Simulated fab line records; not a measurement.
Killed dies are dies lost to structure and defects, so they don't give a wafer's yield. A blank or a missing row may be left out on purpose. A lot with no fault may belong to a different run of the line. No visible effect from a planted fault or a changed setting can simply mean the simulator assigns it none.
fab line records	flow sky130
record: lots: 10	wafers: 30	last-day: 50
route steps=708 shown METAL1@439 PAD_OPEN@708
lots untouched by any fault: they come from a run of this same line in which no faults occurred
start-h: hours from the record's opening day to when the first of the lot's shown wafers began	wait-h: how many hours have passed since the lot's step before this one	" the same as in the row above	L1.1+2: several wafers, shown together as one row	- no value, or no start given	* or withheld: withheld	< > ~ a bound
route shown NAME@n: NAME is a module with steps in the file, n the number in the route of the first one	usual: mean/standard deviation of fault-free wafers	same: alike in all rows	chamber/n: place in a boat	sites: readings site by site	_std_site: standard deviation across them	_edge_site: mean of outer sites minus mean of inner sites	radius-mm: for every site, how far away it sits from the centre of the wafer	mask NAME#n: copy n	behind: the most recent tool/chamber to have shaped the wafer	hold: why the lot was held/for how many hours/how that ended	device: the n, p or np transistor that did not switch	end of line: tests run on the same wafers once the route is complete	step lacking rows: just its recipe	killed: at the first sort, the dies lost to defects and structure; wafer yield is something else	map: shows each die of a wafer: x if killed, . if not, _ if none is there
set.NAME: the setting that was run; set.NAME@STEP: the one run at that earlier step	model.NAME: the simulator's own value behind a step, which no gauge read
a sample of lots followed through the steps of the route, with each step as a table and each wafer as a row
services: from which hour (start-h, from the record's first day; less than 0 if before it) a tool's chamber was out of use, for how many hours, and why
== steps ==
step: SKY_METAL1_RS_MEAS_05
recipe: thk-meas-gauge: four-point-probe	reads: TiN_of_METAL1_SPUTTER_04+Ti_of_METAL1_SPUTTER_03+AlCu_of_METAL1_SPUTTER_02+TiN_of_METAL1_SPUTTER_01+Ti_of_METAL1_SPUTTER_00
usual: METAL1_ALCU_RS: 0.1268/0.0015
lot.wafer	tool	chamber	start-h	wait-h	METAL1_ALCU_RS[ohm/sq]
L997.1	film-metro-03	-	770.41	0.0	0.1263
L997.2	"	-	"	"	0.1252
L997.6	"	-	"	"	0.1260
L101.2	film-metro-03	-	781.22	0.0	0.1248
L101.3	"	-	"	"	0.1248
L101.4	"	-	"	"	0.1259
L103.1	film-metro-02	-	802.54	0.0	0.1264
L103.4	"	-	"	"	0.1248
L103.5	"	-	"	"	0.1246
L105.2	film-metro-03	-	810.27	0.0	0.1247
L105.3	"	-	"	"	0.1248
L105.4	"	-	"	"	0.1243
L106.1	film-metro-04	-	821.28	0.0	0.1291
L106.3	"	-	"	"	0.1279
L106.4	"	-	"	"	0.1273
L107.2	film-metro-03	-	823.32	0.0	0.1284
L107.3	"	-	"	"	0.1271
L107.5	"	-	"	"	0.1276
L112.2	film-metro-02	-	869.56	0.0	0.1245
L112.3	"	-	"	"	0.1265
L112.5	"	-	"	"	0.1256
L114.1	film-metro-02	-	889.40	0.0	0.1256
L114.3	"	-	"	"	0.1262
L114.6	"	-	"	"	0.1255
L115.3	film-metro-02	-	891.00	0.1	0.1305
L115.4	"	-	"	"	0.1285
L115.6	"	-	"	"	0.1281
L116.2	film-metro-03	-	897.60	0.0	0.1284
L116.3	"	-	"	"	0.1281
L116.5	"	-	"	"	0.1277
step: SKY_METAL1_OVL_MEAS_16
usual: METAL1_OVL: -5/5.5
lot.wafer	tool	chamber	start-h	wait-h	METAL1_OVL[nm]
L997.1	overlay-02	-	795.87	0.1	-7
L997.2	"	-	"	"	1
L997.6	"	-	"	"	3
L101.2	overlay-01	-	807.77	0.1	1
L101.3	"	-	"	"	-6
L101.4	"	-	"	"	9
L103.1	overlay-01	-	829.11	0.1	-7
L103.4	"	-	"	"	-2
L103.5	"	-	"	"	-5
L105.2	overlay-02	-	837.07	0.1	0
L105.3	"	-	"	"	-2
L105.4	"	-	"	"	-3
L106.1	overlay-01	-	847.76	0.1	-11
L106.3	"	-	"	"	-6
L106.4	"	-	"	"	-3
L107.2	overlay-01	-	849.27	0.1	1
L107.3	"	-	"	"	-8
L107.5	"	-	"	"	-5
L112.2	overlay-02	-	895.32	0.1	-12
L112.3	"	-	"	"	-11
L112.5	"	-	"	"	-17
L114.1	overlay-01	-	914.54	0.1	-16
L114.3	"	-	"	"	-10
L114.6	"	-	"	"	-11
L115.3	overlay-02	-	916.80	0.1	4
L115.4	"	-	"	"	0
L115.6	"	-	"	"	0
L116.2	overlay-01	-	923.37	0.1	-6
L116.3	"	-	"	"	-8
L116.5	"	-	"	"	-8
step: SKY_METAL1_ETCH_18
recipe: chemistry: N2/H2	target: BARC	ion-energy-ev: 200	bias-w: 100	pressure-mtorr: 30	n2-flow-sccm: 100	h2-flow-sccm: 200	icp-w: 500	stop-on: SiO2	time-s: 45.9	target-depth-a: 600
usual: chamber-pressure-mTorr: 30.001/0.026	drypump-motor-current-A: 5.6/0.52	oes-product-au: 0.855/0.0048	throttle-valve-pct: 13.224/0.0088
lot.wafer	tool	chamber	start-h	wait-h	chamber-pressure-mTorr	drypump-motor-current-A	oes-product-au	rf-hours-counter-h	throttle-valve-pct
L997.1	rie-metal-03	1	795.94	0.0	29.979	5.0	0.852	1	13.222
L997.2	"	0	"	"	29.966	5.5	0.856	14	13.232
L997.6	"	0	"	"	30.002	5.5	0.859	-	13.227
L101.2	rie-metal-02	1	807.88	0.1	29.985	5.8	0.851	-	13.233
L101.3	"	1	"	"	29.989	5.8	0.847	-	13.223
L101.4	"	1	"	"	30.029	5.8	0.858	-	13.206
L103.1	rie-metal-03	0	829.18	0.0	30.030	5.5	0.855	15	13.207
L103.4	"	1	"	"	30.006	5.0	0.846	-	13.229
L103.5	"	0	"	"	30.014	5.5	0.857	-	13.229
L105.2	rie-metal-03	1	837.18	0.1	30.000	5.0	0.850	-	13.225
L105.3	"	1	"	"	29.994	5.0	0.855	-	13.222
L105.4	"	1	"	"	30.039	5.0	0.848	-	13.230
L106.1	rie-metal-01	1	847.83	0.0	29.991	5.1	0.855	2	13.238
L106.3	"	1	"	"	30.049	5.1	0.862	-	13.221
L106.4	"	0	"	"	29.989	6.1	0.854	-	13.216
L107.2	rie-metal-03	1	849.38	0.1	30.071	5.0	0.849	-	13.218
L107.3	"	1	"	"	29.998	5.0	0.859	-	13.209
L107.5	"	1	"	"	29.965	5.0	0.854	-	13.240
L112.2	rie-metal-01	0	895.39	0.0	30.002	6.1	0.859	7	13.217
L112.3	"	1	"	"	30.002	5.1	0.853	-	13.240
L112.5	"	0	"	"	29.993	6.2	0.856	-	13.242
L114.1	rie-metal-03	0	914.61	0.0	29.976	5.5	0.845	1	13.234
L114.3	"	1	"	"	30.036	5.0	0.851	-	13.214
L114.6	"	0	"	"	29.989	5.5	0.850	-	13.226
L115.3	rie-metal-02	1	916.88	0.0	29.991	5.8	0.854	-	13.236
L115.4	"	0	"	"	30.008	6.4	0.848	-	13.210
L115.6	"	1	"	"	29.969	5.8	0.851	-	13.238
L116.2	rie-metal-02	0	923.48	0.1	30.049	6.4	0.860	-	13.226
L116.3	"	0	"	"	29.975	6.4	0.864	-	13.215
L116.5	"	0	"	"	30.000	6.4	0.853	-	13.225
step: SKY_METAL1_METAL_ETCH_19
recipe: target-depth-a: 3600	stop-on: SiO2	over-etch-frac: 0.3	time-s: 78	chemistry: Cl2/BCl3	resist-sidewall-deg: 88	pressure-mtorr: 10	icp-w: 900	bias-w: 48.5	Cl2_flow_sccm: 60	bcl3-flow-sccm: 30
usual: chamber-pressure-mTorr: 9.999/0.0093	drypump-motor-current-A: 5.6/0.53	oes-product-au: 0.854/0.0057	over-etch-frac: 0.3/0	throttle-valve-pct: 22.264/0.0092
lot.wafer	tool	chamber	start-h	wait-h	chamber-pressure-mTorr	drypump-motor-current-A	oes-product-au	over-etch-frac	rf-hours-counter-h	throttle-valve-pct
L997.1	rie-metal-03	1	796.00	0.0	9.987	5.0	0.858	0.3	1	22.264
L997.2	"	0	"	"	10.005	5.5	0.859	0.3	14	22.270
L997.6	"	0	"	"	10.002	5.6	0.864	0.3	-	22.276
L101.2	rie-metal-02	1	808.02	0.1	9.986	5.8	0.854	0.3	-	22.258
L101.3	"	1	"	"	9.998	5.8	0.864	0.3	-	22.279
L101.4	"	1	"	"	10.000	5.8	0.851	0.3	-	22.254
L103.1	rie-metal-03	0	829.24	0.0	9.995	5.5	0.847	0.3	15	22.288
L103.4	"	1	"	"	9.988	5.0	0.861	0.3	-	22.262
L103.5	"	0	"	"	10.002	5.5	0.855	0.3	-	22.267
L105.2	rie-metal-03	1	837.32	0.1	10.006	5.0	0.821	0.40303	-	22.271
L105.3	"	1	"	"	9.991	5.0	0.827	0.40303	-	22.261
L105.4	"	1	"	"	9.989	5.0	0.828	0.40303	-	22.266
L106.1	rie-metal-01	1	847.89	0.0	9.998	5.1	0.847	0.3	2	22.259
L106.3	"	1	"	"	9.996	5.1	0.859	0.3	-	22.259
L106.4	"	0	"	"	10.015	6.1	0.849	0.3	-	22.252
L107.2	rie-metal-03	1	849.52	0.1	10.011	5.0	0.810	0.40303	-	22.263
L107.3	"	1	"	"	10.001	5.0	0.813	0.40303	-	22.277
L107.5	"	1	"	"	9.998	5.0	0.812	0.40303	-	22.260
L112.2	rie-metal-01	0	895.48	0.1	10.000	6.1	0.863	0.3	7	22.260
L112.3	"	1	"	"	9.999	5.1	0.863	0.3	-	22.259
L112.5	"	0	"	"	10.004	6.1	0.860	0.3	-	22.270
L114.1	rie-metal-03	0	914.67	0.0	10.011	5.5	0.859	0.3	2	22.246
L114.3	"	1	"	"	9.989	5.0	0.854	0.3	-	22.281
L114.6	"	0	"	"	9.990	5.5	0.858	0.3	-	22.288
L115.3	rie-metal-02	1	916.95	0.1	9.997	5.8	0.855	0.3	-	22.268
L115.4	"	0	"	"	10.015	6.4	0.838	0.3	-	22.281
L115.6	"	1	"	"	10.014	5.8	0.854	0.3	-	22.264
L116.2	rie-metal-02	0	923.62	0.1	10.003	6.4	0.850	0.3	-	22.262
L116.3	"	0	"	"	10.015	6.4	0.847	0.3	-	22.261
L116.5	"	0	"	"	9.998	6.4	0.854	0.3	-	22.269
step: SKY_METAL1_STRIP_20
recipe: chemistry: O2/N2	power-w: 1400	pressure-mtorr: 1500	platen-temp-c: withheld	o2-flow-sccm: 3000	n2-flow-sccm: 300	overash-fraction: 0.5
usual: chamber-pressure-mTorr: 1500.2/1.5	drypump-motor-current-A: 5.7/0.42	oes-product-au: 0.343/0.0045	strip-time-to-endpoint-s: 2.71/0.039
same: overash-fraction: 0.5
lot.wafer	tool	chamber	start-h	wait-h	chamber-pressure-mTorr	drypump-motor-current-A	oes-product-au	rf-hours-counter-h	strip-time-to-endpoint-s
L997.1	plasma-asher-04	1	796.09	0.1	1500.0	4.9	0.341	36	2.76
L997.2	"	0	"	"	1500.2	5.8	0.344	36	2.72
L997.6	"	0	"	"	1500.1	5.9	0.349	-	2.74
L101.2	plasma-asher-04	0	808.17	0.1	1500.4	5.8	0.345	38	2.67
L101.3	"	1	"	"	1498.8	4.9	0.345	-	2.62
L101.4	"	0	"	"	1501.9	5.8	0.343	-	2.65
L103.1	plasma-asher-01	1	829.33	0.1	1499.0	5.6	0.340	98	2.74
L103.4	"	1	"	"	1501.4	5.6	0.352	-	2.79
L103.5	"	0	"	"	1498.7	6.2	0.347	-	2.73
L105.2	plasma-asher-04	0	837.47	0.1	1500.6	5.8	0.340	41	2.50
L105.3	"	1	"	"	1500.6	4.9	0.330	-	2.52
L105.4	"	0	"	"	1502.1	5.8	0.335	-	2.54
L106.1	plasma-asher-01	1	847.98	0.1	1503.3	5.6	0.342	100	2.72
L106.3	"	1	"	"	1498.5	5.6	0.340	-	2.74
L106.4	"	0	"	"	1497.6	6.2	0.344	-	2.75
L107.2	plasma-asher-02	0	849.67	0.1	1498.6	5.8	0.335	74	2.52
L107.3	"	1	"	"	1500.9	6.1	0.333	-	2.53
L107.5	"	0	"	"	1499.4	5.8	0.334	-	2.55
L112.2	plasma-asher-02	0	895.60	0.1	1498.0	5.8	0.347	79	2.74
L112.3	"	0	"	"	1503.1	5.8	0.348	-	2.75
L112.5	"	0	"	"	1499.5	5.8	0.339	-	2.74
L114.1	plasma-asher-01	0	914.76	0.1	1501.3	6.2	0.346	107	2.66
L114.3	"	1	"	"	1498.4	5.6	0.345	-	2.70
L114.6	"	0	"	"	1502.0	6.2	0.340	-	2.67
L115.3	plasma-asher-02	1	917.04	0.1	1500.8	6.1	0.340	-	2.63
L115.4	"	0	"	"	1498.9	5.8	0.342	-	2.69
L115.6	"	1	"	"	1501.0	6.1	0.346	-	2.62
L116.2	plasma-asher-02	1	923.77	0.1	1500.9	6.1	0.338	82	2.70
L116.3	"	0	"	"	1501.2	5.8	0.351	-	2.69
L116.5	"	0	"	"	1497.2	5.8	0.335	-	2.69
step: SKY_PAD_OPEN_PROBE_99
usual: defect-limited-yield: 81.9/1.9	killed_at_M0_to_M3: 45/7.9	killed_at_M4_up: 2.9/1.8	killed-at-contacts: 25/5.5	killed-at-front-end: 16/4.4	killed-at-other: 0.3/0.58	killed-dies: 89/9.4	killed-open: 49/6.8	killed-short: 40/6.3	sort_bin_3_pad_short: 0.9/0.41	sort_bin_5_function: 10.8/1.5	sort_bin_6_memory: 6.4/1.2	sort-n-pass: 403/9.4	sort-yield-pct: 81.9/1.9
same: gross-dies: 492	killed-at-back-side: 0	sort_bin_4_leakage[%]: 0	sort_bin_8_speed[%]: 0
lot.wafer	tool	chamber	start-h	wait-h	defect-limited-yield[%]	killed_at_M0_to_M3	killed_at_M4_up	killed-at-contacts	killed-at-front-end	killed-at-other	killed-dies	killed-open	killed-short	sort_bin_3_pad_short[%]	sort_bin_5_function[%]	sort_bin_6_memory[%]	sort-n-pass	sort-yield-pct[%]
L107.2	prober-02	-	1139.31	0.1	82.5	38	1	25	22	0	86	55	31	1.0	10.0	6.5	406	82.5
L107.3	prober-02	-	1139.36	0.2	81.3	38	1	32	21	0	92	47	45	1.2	10.8	6.7	400	81.3
L107.5	prober-02	-	1139.46	0.2	83.3	38	3	25	16	0	82	43	39	1.0	9.3	6.3	410	83.3
killed by level:class
L107.2 CONTACT:geometric-particle:open=13 VIA1:geometric-particle:open=10 FIELD_ISO:geometric-particle:open=7 VIA2:geometric-particle:open=7 METAL1:geometric-particle:short=5 LI_CONTACT:geometric-particle:short=5 POLY_GATE:geometric-particle:open=5 LI_CONTACT:geometric-particle:open=4
L107.3 LI_CONTACT:geometric-particle:open=13 CONTACT:geometric-particle:open=9 VIA3:geometric-particle:open=7 VIA2:geometric-particle:open=6 POLY_GATE:geometric-particle:short=5 POLY_GATE:geometric-particle:open=5 LOCAL_INTERCONNECT:geometric-particle:short=5 METAL2:geometric-particle:short=5
L107.5 LI_CONTACT:geometric-particle:open=8 VIA2:geometric-particle:open=6 LI_CONTACT:geometric-particle:short=5 CONTACT:geometric-particle:open=5 METAL1:geometric-particle:short=5 VIA1:geometric-particle:open=5 FIELD_ISO:geometric-particle:open=4 POLY_GATE:geometric-particle:open=4
== services ==
tool	chamber	start-h	hours	kind
rie-metal-01	1	772.76	-	clean
rie-metal-01	1	772.76	16.5	scheduled-down
rie-metal-01	1	772.76	16.5	vent-cycle
rie-metal-03	-	782.54	0.4	repair
plasma-asher-01	-	782.74	0.6	repair
rie-metal-02	0	792.72	-	clean
rie-metal-02	0	792.72	29.8	scheduled-down
rie-metal-02	0	792.72	29.8	vent-cycle
plasma-asher-01	-	805.75	1.0	repair
rie-metal-03	0	833.09	-	clean
rie-metal-03	0	833.09	22.2	scheduled-down
rie-metal-03	0	833.09	22.2	vent-cycle
plasma-asher-04	-	849.69	14.6	pm
rie-metal-03	0	857.13	14.4	repair
plasma-asher-02	-	866.02	2.0	repair
rie-metal-02	-	899.62	2.8	pm
rie-metal-02	1	918.21	-	clean
rie-metal-02	1	918.21	14.2	scheduled-down
rie-metal-02	1	918.21	14.2	vent-cycle
== key ==
first-sign: step: SKY_METAL1_METAL_ETCH_19	reading: over-etch-frac	direction: up	sigmas: 99+	usual: 0.3	struck: 0.40303
effect: step: SKY_METAL1_METAL_ETCH_19	reading: oes-product-au	direction: down	sigmas: 6.2	usual: 0.854	struck: 0.819
effect: step: SKY_METAL1_STRIP_20	reading: strip-time-to-endpoint-s	direction: down	sigmas: 4.7	usual: *	struck: *
met-at SKY_METAL1_METAL_ETCH_19
struck-lots L105,L107
struck-wafers L105.2,L105.3,L105.4,L107.2,L107.3,L107.5
not-acting-at SKY_METAL1_RS_MEAS_05,SKY_METAL1_OVL_MEAS_16,SKY_METAL1_ETCH_18
onset-between 829.24 837.32
fault: kind: process-parameter-drift	tool: rie-metal-03	chamber: 1	onset-h: 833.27	steps: SKY_METAL1_METAL_ETCH_19	channel: over-etch-frac	offset: 0.10303	shape: step	end-h: 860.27	acts-in: these-recipes-only	stated: 0.3
